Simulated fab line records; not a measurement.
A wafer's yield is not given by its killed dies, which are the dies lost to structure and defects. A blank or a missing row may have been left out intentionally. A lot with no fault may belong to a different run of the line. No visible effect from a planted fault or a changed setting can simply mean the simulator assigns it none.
Which tool did it? | flow sky130 | 10 lots with 30 wafers sampled at 6 steps, on a route of 708 steps

WHAT EACH GAUGE READ, for each wafer
SKY_METAL2_RS_MEAS_05: measures by four-point-probe. Usual: METAL2_ALCU_RS gives 0.1272 ohm/sq (standard deviation 0.0013).
lot  | measured     | on            | METAL2_ALCU_RS (ohm/sq)                   | flag
L945 | day 32 00:55 | film-metro-03 | 0.1271 0.1290 0.1266                      |
L947 | day 32 03:55 | film-metro-03 | 0.1258 0.1284 0.1274                      |
L950 | day 33 01:11 | film-metro-02 | 0.1277 0.1265 0.1275                      |
L955 | day 34 09:32 | film-metro-03 | 0.1275 0.1276 0.1276 0.1277 0.1275 0.1275 |
L956 | day 34 19:04 | film-metro-02 | 0.1269 0.1259 0.1269 0.1268 0.1263 0.1269 |
L960 | day 36 03:18 | film-metro-02 | 0.1249 0.1251 0.1266                      |
L964 | day 43 21:18 | film-metro-03 | 0.1274 0.1265 0.1262                      |
L962 | day 44 01:10 | film-metro-03 | 0.1285 0.1292 0.1286                      |
L965 | day 44 03:50 | film-metro-02 | 0.1298 0.1276 0.1267                      |
L966 | day 44 04:40 | film-metro-03 | 0.1282 0.1286 0.1287                      |

SKY_METAL2_THK_MEAS_06: measures by xrf. Usual: METAL2_ALCU_THK gives 245.3 nm (standard deviation 2.9).
lot  | measured     | on            | METAL2_ALCU_THK (nm)                | flag
L945 | day 32 01:02 | film-metro-03 | 244.9 241.1 245.8                   |
L947 | day 32 04:02 | film-metro-03 | 246.2 243.1 244.5                   |
L950 | day 33 01:18 | film-metro-02 | 245.8 248.5 243.4                   |
L955 | day 34 15:58 | film-metro-03 | 244.7 243.7 225.1 243.6 246.4 225.2 |
L956 | day 34 21:53 | film-metro-02 | 247.2 228.9 245.9 247.4 228.4 247.6 |
L960 | day 36 03:25 | film-metro-02 | 249.6 252.2 246.2                   |
L964 | day 43 21:25 | film-metro-03 | 242.0 245.6 244.6                   |
L962 | day 44 01:17 | film-metro-03 | 240.9 242.3 239.1                   |
L965 | day 44 03:56 | film-metro-02 | 242.0 246.5 248.4                   |
L966 | day 44 04:46 | film-metro-03 | 242.7 240.7 240.4                   |

SKY_METAL2_OVL_MEAS_16. Usual: METAL2_OVL gives -2 nm (standard deviation 4.4).
lot  | measured     | on         | METAL2_OVL (nm) | flag
L945 | day 33 03:23 | overlay-01 | 0 -3 -1         |
L947 | day 33 06:38 | overlay-01 | -6 -1 0         |
L950 | day 34 03:29 | overlay-02 | 4 -5 -7         |
L955 | day 35 13:38 | overlay-01 | -4 -7 -6        |
L956 | day 35 22:43 | overlay-02 | -4 0 0          |
L960 | day 37 04:40 | overlay-02 | -5 -12 -2       |
L964 | day 44 18:46 | overlay-02 | 4 2 2           |
L962 | day 44 21:58 | overlay-02 | 1 -4 -8         |
L965 | day 45 00:55 | overlay-02 | 3 3 3           |
L966 | day 45 01:56 | overlay-02 | -3 -8 -8        |

EACH LOT AND THE TOOL THAT RAN IT (in order: tool; ch and the chambers of the sampled wafers; start)
lot  | SKY_METAL1_SPUTTER_03        | SKY_METAL1_METAL_ETCH_19          | SKY_METAL2_SPUTTER_04
L945 | pvd-sputter-04, day 29 12:10 | rie-metal-04 ch 1, day 30 16:41   | pvd-sputter-02, day 32 00:52
L947 | pvd-sputter-02, day 29 14:32 | rie-metal-03 ch 0,1, day 30 19:43 | pvd-sputter-02, day 32 03:52
L950 | pvd-sputter-01, day 30 14:01 | rie-metal-03 ch 0,1, day 31 19:20 | pvd-sputter-02, day 33 01:08
L955 | pvd-sputter-02, day 32 02:52 | rie-metal-02 ch 0,1, day 33 05:14 | pvd-sputter-02, day 34 09:28
L956 | pvd-sputter-01, day 32 11:22 | rie-metal-03 ch 0,1, day 33 13:11 | pvd-sputter-02, day 34 19:00
L960 | pvd-sputter-04, day 33 19:00 | rie-metal-03 ch 0,1, day 34 20:56 | pvd-sputter-04, day 36 03:15
L964 | pvd-sputter-02, day 41 18:25 | rie-metal-03 ch 0,1, day 42 20:14 | pvd-sputter-02, day 43 21:14
L962 | pvd-sputter-01, day 41 22:29 | rie-metal-02 ch 0,1, day 43 00:43 | pvd-sputter-02, day 44 01:06
L965 | pvd-sputter-01, day 42 02:19 | rie-metal-03 ch 0,1, day 43 02:59 | pvd-sputter-03, day 44 03:46
L966 | pvd-sputter-02, day 42 02:40 | rie-metal-04 ch 0,1, day 43 03:08 | pvd-sputter-02, day 44 04:35
- SKY_METAL1_SPUTTER_03: material Ti, target thk 5 nm, time 3.3 s.
- SKY_METAL1_METAL_ETCH_19: etches the open film in Cl2/BCl3, stops on SiO2, target depth 360 nm, time 78 s.
- SKY_METAL2_SPUTTER_04: material TiN, target thk 70 nm, time 58.3 s.

WHAT THE TOOLS THEMSELVES READ (means of the sampled wafers that have a number; where no wafer has one, the mark that the record gives instead)
SKY_METAL1_SPUTTER_03. Usual: cathode-dc-power-W 3000.1 W, standard deviation 0.53; throttle-valve-pct 29.5 %, standard deviation 1.4.
lot  | tool           | cathode-dc-power-W (W) | throttle-valve-pct (%) | flag
L945 | pvd-sputter-04 | 2999.7                 | 28.3                   |
L947 | pvd-sputter-02 | 2999.8                 | 30.0                   |
L950 | pvd-sputter-01 | 3000.1                 | 29.9                   |
L955 | pvd-sputter-02 | 3000.2                 | 29.6                   |
L956 | pvd-sputter-01 | 3000.8                 | 29.5                   |
L960 | pvd-sputter-04 | 3000.1                 | 29.7                   |
L964 | pvd-sputter-02 | 3000.2                 | 29.9                   |
L962 | pvd-sputter-01 | 2999.9                 | 30.3                   |
L965 | pvd-sputter-01 | 3000.3                 | 30.6                   |
L966 | pvd-sputter-02 | 2999.6                 | 29.6                   |

SKY_METAL1_METAL_ETCH_19. Usual: drypump-motor-current-A 5.9 A, standard deviation 0.49; oes-product-au 0.855 a.u., standard deviation 0.0058; throttle-valve-pct 22.264 %, standard deviation 0.0095.
lot  | tool         | drypump-motor-current-A (A) | oes-product-au (a.u.) | throttle-valve-pct (%) | flag
L945 | rie-metal-04 | 5.6                         | 0.852                 | 22.265                 |
L947 | rie-metal-03 | 5.5                         | 0.850                 | 22.260                 |
L950 | rie-metal-03 | 5.3                         | 0.858                 | 22.265                 |
L955 | rie-metal-02 | 6.2                         | 0.855                 | 22.266                 |
L956 | rie-metal-03 | 5.4                         | 0.856                 | 22.265                 |
L960 | rie-metal-03 | 5.3                         | 0.851                 | 22.268                 |
L964 | rie-metal-03 | 5.4                         | 0.856                 | 22.265                 |
L962 | rie-metal-02 | 6.3                         | 0.856                 | 22.271                 |
L965 | rie-metal-03 | 5.4                         | 0.853                 | 22.260                 |
L966 | rie-metal-04 | 6.2                         | 0.850                 | 22.268                 |

SKY_METAL2_SPUTTER_04. Usual: cathode-dc-power-W 6499.9 W, standard deviation 1.2; throttle-valve-pct 29.4 %, standard deviation 0.73.
lot  | tool           | cathode-dc-power-W (W) | throttle-valve-pct (%) | flag
L945 | pvd-sputter-02 | 6500.0                 | 30.0                   |
L947 | pvd-sputter-02 | 6500.9                 | 29.5                   |
L950 | pvd-sputter-02 | 6500.0                 | 29.6                   |
L955 | pvd-sputter-02 | 7693.7                 | 29.9                   | OFF
L956 | pvd-sputter-02 | 7691.9                 | 29.9                   | OFF
L960 | pvd-sputter-04 | 6498.8                 | 29.7                   |
L964 | pvd-sputter-02 | 6499.8                 | 29.5                   |
L962 | pvd-sputter-02 | 6499.9                 | 29.5                   |
L965 | pvd-sputter-03 | 6500.4                 | 29.3                   |
L966 | pvd-sputter-02 | 6500.5                 | 29.5                   |

THE ANSWER, worked out from the rows above alone
Rule: a lot counts as off when the mean over its wafers that have a number is more than 3 standard deviations away from the usual mean. A lot without any number at a reading at which 4 lots or more have one is off too. All remaining lots with rows at the step are treated as sound. Order of review: gauges by route order, followed by the tools' own readings, for which a lot's mean as printed above is used. The first step at which some lot is off is used, and at that step the reading that is off furthest; a lot without a number counts as furthest.
Off: L955, L956, at SKY_METAL2_SPUTTER_04 (cathode-dc-power-W).
A tool fits if, at that step or a process step before it, it ran every lot that is off, and no sound lot after the first of them. Not one of the candidates tried fits.

WHAT THE SIMULATOR PUT IN
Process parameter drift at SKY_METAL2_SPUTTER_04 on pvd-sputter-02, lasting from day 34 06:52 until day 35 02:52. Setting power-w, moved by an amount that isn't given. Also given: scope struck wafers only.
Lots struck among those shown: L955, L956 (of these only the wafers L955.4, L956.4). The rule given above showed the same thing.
